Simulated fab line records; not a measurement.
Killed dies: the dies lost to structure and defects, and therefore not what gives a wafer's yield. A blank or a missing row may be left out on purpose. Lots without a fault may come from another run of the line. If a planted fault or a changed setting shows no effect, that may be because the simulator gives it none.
Which tool is to blame? + flow gf180mcu + 13 lots with 39 wafers sampled at 5 steps, on a route of 602 steps

## WHAT EACH GAUGE READ, for each wafer
GF_SAB_THK_MEAS_01. Usual: SAB_CVD_00_THK gives 50.0 nm (standard deviation 0.64).
| lot  | measured     | on            | SAB_CVD_00_THK (nm) | flag |
|------|--------------|---------------|---------------------|------|
| L427 | day 14 13:02 | film_metro-01 | 50.0 50.1 50.1      |      |
| L428 | day 15 00:56 | film_metro-04 | 49.5 49.4 48.3      |      |
| L430 | day 15 05:02 | film_metro-01 | 49.6 51.3 49.7      |      |
| L431 | day 15 17:38 | film_metro-01 | 49.4 48.9 50.5      |      |
| L432 | day 16 02:21 | film_metro-03 | 49.6 49.4 50.8      |      |
| L434 | day 16 14:30 | film_metro-03 | 49.5 51.6 50.5      |      |
| L442 | day 19 20:40 | film_metro-04 | 43.5 43.2 44.4      | OFF  |
| L443 | day 20 01:37 | film_metro-04 | 42.9 42.6 43.3      | OFF  |
| L444 | day 20 07:22 | film_metro-04 | 50.0 49.2 50.5      |      |
| L445 | day 20 18:22 | film_metro-04 | 50.4 49.3 51.1      |      |
| L446 | day 21 04:01 | film_metro-04 | 50.5 50.4 50.2      |      |
| L447 | day 21 10:10 | film_metro-04 | 50.1 50.7 49.6      |      |
| L449 | day 22 06:17 | film_metro-03 | 50.1 49.6 50.1      |      |

GF_M4_RS_MEAS_05: uses a four-point probe to measure. Usual: M4_ALCU_RS gives 0.0696 ohm/sq (standard deviation 0.00069).
| lot  | measured     | on            | M4_ALCU_RS (ohm/sq)  | flag |
|------|--------------|---------------|----------------------|------|
| L427 | day 22 19:49 | film_metro-04 | 0.0719 0.0703 0.0700 |      |
| L428 | day 23 06:27 | film_metro-04 | 0.0699 0.0696 0.0692 |      |
| L430 | day 23 11:10 | film_metro-03 | 0.0693 0.0696 0.0694 |      |
| L431 | day 24 02:10 | film_metro-03 | 0.0683 0.0690 0.0680 |      |
| L432 | day 24 09:59 | film_metro-03 | 0.0698 0.0707 0.0711 |      |
| L434 | day 24 19:19 | film_metro-03 | 0.0684 0.0685 0.0691 |      |
| L442 | day 27 20:29 | film_metro-03 | 0.0690 0.0697 0.0691 |      |
| L443 | day 27 22:39 | film_metro-02 | 0.0707 0.0694 0.0709 |      |
| L444 | day 28 03:05 | film_metro-03 | 0.0689 0.0687 0.0695 |      |
| L445 | day 28 12:44 | film_metro-03 | 0.0695 0.0696 0.0708 |      |
| L446 | day 28 21:09 | film_metro-02 | 0.0695 0.0692 0.0686 |      |
| L447 | day 29 03:14 | film_metro-04 | 0.0693 0.0707 0.0701 |      |
| L449 | day 29 18:44 | film_metro-03 | 0.0689 0.0704 0.0697 |      |

## WHICH TOOL RAN EACH LOT (tool, then ch and the chambers of the sampled wafers, then the start)
| lot  | GF_SAB_CVD_00                   | GF_V1_CMP_04                  | GF_V3_CMP_26                  |
|------|---------------------------------|-------------------------------|-------------------------------|
| L427 | pecvd-01 ch 0,1, day 14 13:00   | cmp-02 ch 1,2, day 17 11:58   | cmp-01 ch 0,3, day 22 19:16   |
| L428 | pecvd-02 ch 0,1,2, day 15 00:55 | cmp-02 ch 1,2,3, day 17 23:49 | cmp-02 ch 0,1,3, day 23 05:59 |
| L430 | pecvd-04 ch 0,2, day 15 05:01   | cmp-02 ch 1,2,3, day 18 04:19 | cmp-02 ch 0,1, day 23 10:38   |
| L431 | pecvd-04 ch 0,1,2, day 15 17:37 | cmp-02 ch 1,2,3, day 18 18:11 | cmp-02 ch 1,3, day 24 01:37   |
| L432 | pecvd-02 ch 0,1,2, day 16 02:20 | cmp-01 ch 1,3, day 19 03:20   | cmp-01 ch 0,3, day 24 09:28   |
| L434 | pecvd-01 ch 0,1,2, day 16 14:28 | cmp-01 ch 0,1,2, day 19 15:16 | cmp-01 ch 1,2,3, day 24 18:49 |
| L442 | pecvd-01 ch 0,1, day 19 20:39   | cmp-02 ch 0,3, day 23 01:00   | cmp-01 ch 2,3, day 27 19:58   |
| L443 | pecvd-01 ch 0,1, day 20 01:36   | cmp-02 ch 0,2,3, day 23 04:05 | cmp-01 ch 1,2, day 27 22:08   |
| L444 | pecvd-02 ch 0,1,2, day 20 07:21 | cmp-02 ch 0,1, day 23 09:34   | cmp-02 ch 0,2,3, day 28 02:43 |
| L445 | pecvd-04 ch 0,1,2, day 20 18:21 | cmp-02 ch 0,2,3, day 23 20:38 | cmp-01 ch 0,1,3, day 28 12:13 |
| L446 | pecvd-04 ch 0,1,2, day 21 04:00 | cmp-02 ch 0,2,3, day 24 05:10 | cmp-02 ch 1,2,3, day 28 20:41 |
| L447 | pecvd-02 ch 0,1,2, day 21 10:09 | cmp-02 ch 0,1, day 24 11:46   | cmp-01 ch 1,2,3, day 29 02:52 |
| L449 | pecvd-04 ch 0,1, day 22 06:15   | cmp-01 ch 1,2,3, day 25 06:37 | cmp-02 ch 0,1,2, day 29 18:13 |
- GF_SAB_CVD_00: deposits SiO2 from TEOS, target thk 50 nm, time 4.9302 s.
- GF_V1_CMP_04: polishes SiO2.
- GF_V3_CMP_26: polishes, stops on SiO2, t overpolish 15 s, target thk 0 nm.

## WHAT THE TOOLS THEMSELVES READ (means of the sampled wafers that have a number; where no wafer has one, the mark that the record gives instead)
GF_SAB_CVD_00. Usual: heater_power_w reads 637 W (standard deviation 57).
| lot  | tool     | heater_power_w (W) | flag |
|------|----------|--------------------|------|
| L427 | pecvd-01 | 663                |      |
| L428 | pecvd-02 | 633                |      |
| L430 | pecvd-04 | 623                |      |
| L431 | pecvd-04 | 590                |      |
| L432 | pecvd-02 | 618                |      |
| L434 | pecvd-01 | 663                |      |
| L442 | pecvd-01 | 612                |      |
| L443 | pecvd-01 | 629                |      |
| L444 | pecvd-02 | 667                |      |
| L445 | pecvd-04 | 582                |      |
| L446 | pecvd-04 | 638                |      |
| L447 | pecvd-02 | 671                |      |
| L449 | pecvd-04 | 584                |      |

GF_V1_CMP_04. Usual: motor_current_A 11.8 A, standard deviation 0.64; slurry_filter_dp_kPa 13.51 kPa, standard deviation 0.13; time_to_endpoint_s 80 s, standard deviation 5.6.
| lot  | tool   | motor_current_A (A) | slurry_filter_dp_kPa (kPa) | time_to_endpoint_s (s) | flag |
|------|--------|---------------------|----------------------------|------------------------|------|
| L427 | cmp-02 | 11.6                | 13.48                      | 82                     |      |
| L428 | cmp-02 | 11.4                | 13.47                      | 81                     |      |
| L430 | cmp-02 | 11.6                | 13.54                      | 83                     |      |
| L431 | cmp-02 | 11.8                | 13.51                      | 76                     |      |
| L432 | cmp-01 | 12.4                | 13.48                      | 73                     |      |
| L434 | cmp-01 | 11.3                | 13.59                      | 79                     |      |
| L442 | cmp-02 | 11.9                | 13.59                      | 81                     |      |
| L443 | cmp-02 | 12.5                | 13.54                      | 85                     |      |
| L444 | cmp-02 | 11.8                | 13.60                      | 83                     |      |
| L445 | cmp-02 | 12.2                | 13.59                      | 76                     |      |
| L446 | cmp-02 | 12.0                | 13.46                      | 80                     |      |
| L447 | cmp-02 | 11.9                | 13.54                      | 82                     |      |
| L449 | cmp-01 | 11.7                | 13.32                      | 76                     |      |

GF_V3_CMP_26. Usual: motor_current_A 10.8 A, standard deviation 0.61; overpolish_run_s 15.001 s, standard deviation 0.009; slurry_filter_dp_kPa 13.50 kPa, standard deviation 0.14; time_to_endpoint_s 84 s, standard deviation 4.
| lot  | tool   | motor_current_A (A) | overpolish_run_s (s) | slurry_filter_dp_kPa (kPa) | time_to_endpoint_s (s) | flag |
|------|--------|---------------------|----------------------|----------------------------|------------------------|------|
| L427 | cmp-01 | 10.6                | 15.004               | 13.51                      | 87                     |      |
| L428 | cmp-02 | 10.7                | 14.997               | 13.50                      | 85                     |      |
| L430 | cmp-02 | 11.1                | 14.997               | 13.48                      | 81                     |      |
| L431 | cmp-02 | 10.6                | 15.003               | 13.40                      | 79                     |      |
| L432 | cmp-01 | 11.2                | 15.002               | 13.45                      | 83                     |      |
| L434 | cmp-01 | 11.0                | 14.993               | 13.31                      | 86                     |      |
| L442 | cmp-01 | 10.2                | 15.006               | 13.57                      | 82                     |      |
| L443 | cmp-01 | 10.5                | 15.004               | 13.37                      | 87                     |      |
| L444 | cmp-02 | 11.1                | 15.003               | 13.45                      | 87                     |      |
| L445 | cmp-01 | 10.8                | 15.002               | 13.50                      | 86                     |      |
| L446 | cmp-02 | 10.8                | 15.006               | 13.42                      | 81                     |      |
| L447 | cmp-01 | 10.9                | 15.001               | 13.67                      | 85                     |      |
| L449 | cmp-02 | 10.8                | 14.999               | 13.38                      | 83                     |      |

## THE ANSWER, worked out from the rows above alone
Rule: take the mean of a lot's wafers that have a number; if it is more than 3 standard deviations from the usual mean, the lot is off. A lot without any number at a reading at which 4 lots or more have one is off too. Any other lot the step has rows for is counted as sound. After the gauges, taken in route order, come the tools' own readings; for these a lot's mean is taken, as printed above. The first step at which some lot is off is used, and at that step the reading that is off furthest; a lot without a number counts as furthest.
Off: at GF_SAB_THK_MEAS_01 (SAB_CVD_00_THK), L442, L443.
If a tool, at a process step before that reading, ran all the lots that are off and no sound lot after the first of them, it fits. Gauges at GF_SAB_THK_MEAS_01: tried the same way as those tools. One fits: GF_SAB_CVD_00 on pecvd-01. Its last sound lot is L434 (day 16 14:28), its first lot that is off L442 (day 19 20:39): a fault that began between those two fits.

## WHAT THE SIMULATOR HAD PUT IN
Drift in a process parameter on pecvd-01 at GF_SAB_CVD_00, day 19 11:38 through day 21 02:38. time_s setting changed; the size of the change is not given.
Lots struck among those shown: L442, L443. The rule above found the same.
